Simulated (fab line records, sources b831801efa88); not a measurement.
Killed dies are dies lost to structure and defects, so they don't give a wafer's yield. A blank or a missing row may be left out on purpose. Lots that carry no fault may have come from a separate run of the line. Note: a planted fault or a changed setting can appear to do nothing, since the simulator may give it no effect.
Which tool did it? -- flow sky130 -- Sampling: 12 lots, 34 wafers, 4 of 708 route steps

== WHAT THE GAUGES READ, wafer by wafer ==
SKY_METAL3_OVL_MEAS_14.
lot,measured,on,METAL3_OVL (nm)
L655,day 38 07:26,overlay-02,0 4 3
L654,day 38 08:41,overlay-01,-1 -2 4
L656,day 39 21:22,overlay-02,2 -4 2
L657,day 39 23:05,overlay-01,5 5 9
L658,day 43 00:13,overlay-01,-5 -2 0
L660,day 43 01:17,overlay-02,2 5 6
L659,day 43 02:11,overlay-01,3 0 3
L663,day 43 02:32,overlay-02,1 8
L664,day 43 04:14,overlay-02,5 1
L670,day 43 10:28,overlay-02,0 -1 0
L672,day 43 11:58,overlay-01,3 5 0
L674,day 43 21:29,overlay-02,11 13 14

SKY_VIA3_CD_MEAS_12: the cd target is 200 nm.
lot,measured,on,cd nm (nm)
L655,day 39 08:23,cd sem-01,196.5 198.8 198.1
L654,day 39 10:19,cd sem-02,201.1 200.9 202.0
L656,day 40 23:31,cd sem-01,200.1 201.3 201.0
L657,day 41 01:35,cd sem-01,199.5 198.7 198.5
L658,day 44 00:49,cd sem-02,197.9 200.2 198.7
L660,day 44 02:16,cd sem-02,199.4 199.7 201.2
L659,day 44 02:39,cd sem-01,201.0 201.4 201.4
L663,day 44 03:10,cd sem-01,202.3 201.6
L664,day 44 04:32,cd sem-02,199.5 201.3
L670,day 44 10:35,cd sem-01,199.4 197.0 198.8
L672,day 44 12:45,cd sem-02,198.6 198.5 198.8
L674,day 44 20:44,cd sem-02,200.7 200.4 200.4

== WHICH TOOL RAN EACH LOT (tool, then ch and the chambers of the sampled wafers, then the start) ==
lot,SKY_METAL3_SPUTTER_03,SKY_VIA3_HDPCVD_00
L655,"pvd sputter-03, day 36 03:13","hdpcvd-01 ch 0,1,2, day 38 08:23"
L654,"pvd sputter-04, day 36 03:43","hdpcvd-02 ch 0,2, day 38 09:40"
L656,"pvd sputter-03, day 37 19:58","hdpcvd-01 ch 1,2, day 39 22:19"
L657,"pvd sputter-04, day 37 20:39","hdpcvd-01 ch 0,1,2, day 40 00:02"
L658,"pvd sputter-02, day 41 02:07","hdpcvd-02 ch 0,1,2, day 43 01:10"
L660,"pvd sputter-04, day 41 03:20","hdpcvd-02 ch 1,2, day 43 02:14"
L659,"pvd sputter-03, day 41 03:38","hdpcvd-01 ch 1,2, day 43 03:08"
L663,"pvd sputter-02, day 41 03:47","hdpcvd-02 ch 0,1, day 43 03:29"
L664,"pvd sputter-04, day 41 04:56","hdpcvd-02 ch 2, day 43 05:11"
L670,"pvd sputter-04, day 41 11:54","hdpcvd-01 ch 0,1, day 43 11:41"
L672,"pvd sputter-02, day 41 13:32","hdpcvd-01 ch 0,1,2, day 43 13:22"
L674,"pvd sputter-04, day 41 23:37","hdpcvd-01 ch 0,1,2, day 43 22:26"
- SKY_METAL3_SPUTTER_03: material Ti, target thk 5 nm, time 3.3 s.
- SKY_VIA3_HDPCVD_00: deposits SiO2, target thk 1635 nm, time 272.5 s.

== AS READ BY THE TOOLS THEMSELVES (means over the sampled wafers that have a number; for cases with no such wafer, the mark the record gives instead) ==
SKY_METAL3_SPUTTER_03.
lot,tool,cathode dc power W (W),throttle valve pct (%)
L655,pvd sputter-03,3000.3,31.7
L654,pvd sputter-04,3000.0,29.7
L656,pvd sputter-03,3000.1,31.0
L657,pvd sputter-04,2999.9,29.9
L658,pvd sputter-02,2999.3,30.3
L660,pvd sputter-04,2999.8,29.8
L659,pvd sputter-03,3000.0,31.5
L663,pvd sputter-02,2999.8,31.0
L664,pvd sputter-04,3000.7,30.1
L670,pvd sputter-04,2999.5,29.3
L672,pvd sputter-02,3000.0,29.8
L674,pvd sputter-04,3000.2,29.4

SKY_VIA3_HDPCVD_00.
lot,tool,run length s (s)
L655,hdpcvd-01,300.5
L654,hdpcvd-02,300.1
L656,hdpcvd-01,300.3
L657,hdpcvd-01,300.6
L658,hdpcvd-02,300.4
L660,hdpcvd-02,300.5
L659,hdpcvd-01,300.5
L663,hdpcvd-02,291.9
L664,hdpcvd-02,295.2
L670,hdpcvd-01,300.3
L672,hdpcvd-01,300.4
L674,hdpcvd-01,300.4

== THE ANSWER, worked out from the rows above alone ==
Rule: usual is defined by the lots themselves. Put in order of their means at a reading, lots are off if they are a third of the lots or fewer, leave a main group of 4 or more, and stand apart from it by a gap of 3 or more times the standard deviation of the main group's means; of several such gaps the widest counts. A main group is skipped when, at the precision printed for the reading in the tables above, its means are all equal. A lot without any number at a reading at which 4 lots or more have one is off too. Any other lot the step has rows for is counted as sound. The gauges are gone through in route order, then the tools' own readings, and for those a lot's mean is taken as printed above. At the first step where some lot is off, the reading lying furthest off is the one used; lots without a number count as furthest.
Off: L663, L664, at SKY_VIA3_HDPCVD_00 (run length s). Mean 300.4 s and standard deviation 0.13 in the main group.
If a tool, at that step or one of the process steps before it, ran each lot that is off and ran no sound lot following the first of them, it fits. One candidate fits, namely hdpcvd-02 at SKY_VIA3_HDPCVD_00. Its last sound lot is L660 (day 43 02:14), its first lot that is off L663 (day 43 03:29): a fault that began between those two fits.
The tool's own readings at SKY_VIA3_HDPCVD_00 bear it out: on the lots that are off they differ by more than 5 times the standard deviation of the sound lots' means. run length s reads 293.5 s there against 300.4 s on the sound lots.

== WHAT HAD BEEN PUT IN BY THE SIMULATOR ==
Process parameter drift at SKY_VIA3_HDPCVD_00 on hdpcvd-02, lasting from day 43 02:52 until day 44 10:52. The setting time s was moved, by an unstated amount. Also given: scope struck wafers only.
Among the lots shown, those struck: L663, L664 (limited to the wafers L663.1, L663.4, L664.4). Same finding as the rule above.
